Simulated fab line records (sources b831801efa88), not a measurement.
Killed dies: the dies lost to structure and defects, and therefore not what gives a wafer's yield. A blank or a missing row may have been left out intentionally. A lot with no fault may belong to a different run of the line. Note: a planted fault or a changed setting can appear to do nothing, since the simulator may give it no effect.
A struck lot beside a sound one    flow sky130    34 steps out of a route of 708
Sound: the wafers L976.2, L976.4, L976.6. The struck wafers were L957.4, L957.5, L957.6. Last of all comes the cause.
At each step with rows: each side's tool, then ch and its chambers, then its first start. Under that, the readings that differ: sound wafers    struck wafers    difference of the means    sigmas: that difference in standard deviations of wafers without a fault.
alike: words and numbers the same on both sides, and readings whose means are apart by under 2 such deviations; not compared: readings that were withheld, readings missing a value for some wafer, numbers with overlapping values and no deviation given by the record, and bounds like >300 which may hide the same value.
Wherever a step has rows on one side only, a row that says differs or no value, or a row with sigmas, the two part there. Numbers that don't overlap but have no deviation are shown without sigmas and don't part them. A reading that every wafer of one side lacks parts them only if that side has two wafers or more.

first, 7 steps without rows for these wafers: SKY_SONOS_TUNNEL_DEVELOP_06 (develop time 60 s); SKY_SONOS_TUNNEL_IMPLANT_09; SKY_SONOS_TUNNEL_WET_ETCH_10 (etches SiO2 in dHF, target depth 14 nm, time 280 s); SKY_SONOS_TUNNEL_STRIP_11 (strips in SPM, time 600 s); SKY_SONOS_TUNNEL_CLEAN_13 (cleans in dHF, time 20 s); SKY_SONOS_ONO_OXIDATION_00 (stabilise 600 s, purge 300 s, target thk 2.6 nm); SKY_SONOS_ONO_CVD_02 (deposits Si3N4 from DCS/NH3, target thk 10.5 nm, time 180 s).
SKY_SONOS_ONO_CVD_04: deposits SiO2 from SiH4/N2O, target thk 5.7199 nm.
  sound on lpcvd-03 ch 1, day 18 17:40; struck on lpcvd-03 ch 1, day 12 10:35
reading                                     sound             struck             difference  sigmas
model.SiO2_of_SONOS_ONO_CVD_04.thk nm (nm)  5.772 5.81 5.951  6.548 6.547 6.586  +0.716      
  alike: spike tc upper C
SKY_SONOS_ONO_THK_MEAS_05:
  sound: film metro-04 at day 18 18:55; struck: film metro-03 at day 12 11:52
reading                    sound           struck          difference  sigmas
SONOS_ONO_CVD_04_THK (nm)  5.79 5.84 5.91  6.56 6.52 6.59  +0.71       +6
then, 23 steps without rows for these wafers: SKY_SONOS_ONO_DEHYDRATE_06 (time 60 s); SKY_SONOS_ONO_HMDS_07 (prime time 60 s); SKY_SONOS_ONO_COAT_08 (resist thk 1140 nm); SKY_SONOS_ONO_SOFTBAKE_09 (time 60 s); SKY_SONOS_ONO_EXPOSE_10 (exposes mask ONOM, target cd 410 nm); SKY_SONOS_ONO_PEB_11; SKY_SONOS_ONO_DEVELOP_12 (develop time 60 s); SKY_SONOS_ONO_ETCH_15 (etches the open film in CHF3/O2, target depth 19.52 nm, time 7.8 s); SKY_SONOS_ONO_WET_ETCH_16 (etches SiO2 in dHF, target depth 14 nm, time 280 s); SKY_SONOS_ONO_STRIP_17 (strips in O2/N2); SKY_SONOS_ONO_WET_ETCH_18 (etches Si3N4 in H3PO4, target depth 15 nm, time 172 s); SKY_GATE_OXIDE_CLEAN_00 (cleans in SC1/SC2, time 150 s); SKY_GATE_OXIDE_OXIDATION_01 (stabilise 600 s, purge 300 s, target thk 10.268 nm); SKY_GATE_OXIDE_DEHYDRATE_03 (time 60 s); SKY_GATE_OXIDE_HMDS_04 (prime time 60 s); SKY_GATE_OXIDE_COAT_05 (resist thk 1140 nm); SKY_GATE_OXIDE_SOFTBAKE_06 (time 60 s); SKY_GATE_OXIDE_EXPOSE_07 (exposes mask LVOM, target cd 600 nm); SKY_GATE_OXIDE_PEB_08; SKY_GATE_OXIDE_DEVELOP_09 (develop time 60 s); SKY_GATE_OXIDE_IMPLANT_11; SKY_GATE_OXIDE_WET_ETCH_12 (etches SiO2 in dHF, target depth 16.8 nm, time 336 s); SKY_GATE_OXIDE_STRIP_13 (strips in O2/N2).
-- the record jumps here: 2 days lie between the struck wafers' starts before and after --
SKY_GATE_OXIDE_CLEAN_15: cleans in SC1/SC2, time 150 s.
  sound on wet bench-01 ch 0, day 21 11:04; struck on wet bench-03 ch 3, day 14 19:02
reading                                     sound             struck             difference  sigmas
model.SiO2_of_SONOS_ONO_CVD_04.thk nm (nm)  4.257 4.29 4.433  5.036 5.038 5.077  +0.724      
  alike: temp c
-- the record jumps here: 31 days lie between the struck wafers' starts before and after (it left off in module GATE_OXIDE and takes up again in module PAD_OPEN, whose first step shown is number 708 of the route) --
SKY_PAD_OPEN_PROBE_99:
  sound: prober-01 at day 50 11:23; struck: prober-01 at day 46 06:49
reading                                      sound                 struck                difference  sigmas
model.etest.sonos erased.drive ua um         207.5 188.2 162.4     133.9 151.4 131.8     -47.0       
model.etest.cap ono.gate log10 a cm2         -8.155 -8.2 -8.352    -9.108 -9.101 -9.189  -0.897      
model.etest.sonos programmed.off log10 a um  -14.01 -13.94 -14.07  -13.16 -12.62 -13.12  +1.04       
model.etest.cap ono.gate bv v (V)            17.04 16.19 16.97     17.7 17.53 17.57      +0.9        
model.etest.cap ono.tox acc nm (nm)          13.08 13.06 13.24     13.78 13.79 13.78     +0.66       
model.etest.sonos programmed.vt v (V)        1.377 1.337 1.284     0.953 0.9236 0.9318   -0.397      
model.etest.sonos erased.vt v (V)            -2.207 -2.209 -2.113  -1.821 -1.845 -1.784  +0.360      
  alike: killed_at_M0_to_M3, killed_at_M4_up, killed at contacts, killed at front end, killed at other, killed dies, killed open, killed short
  not compared: model.etest.sonos uncharged.r on ohm um

WHERE THEY PART
SKY_SONOS_ONO_THK_MEAS_05 only, going by this record. Later steps at which nothing parts them and some readings are alike: SKY_GATE_OXIDE_CLEAN_15, SKY_PAD_OPEN_PROBE_99.

WHY: whatever the simulator had introduced
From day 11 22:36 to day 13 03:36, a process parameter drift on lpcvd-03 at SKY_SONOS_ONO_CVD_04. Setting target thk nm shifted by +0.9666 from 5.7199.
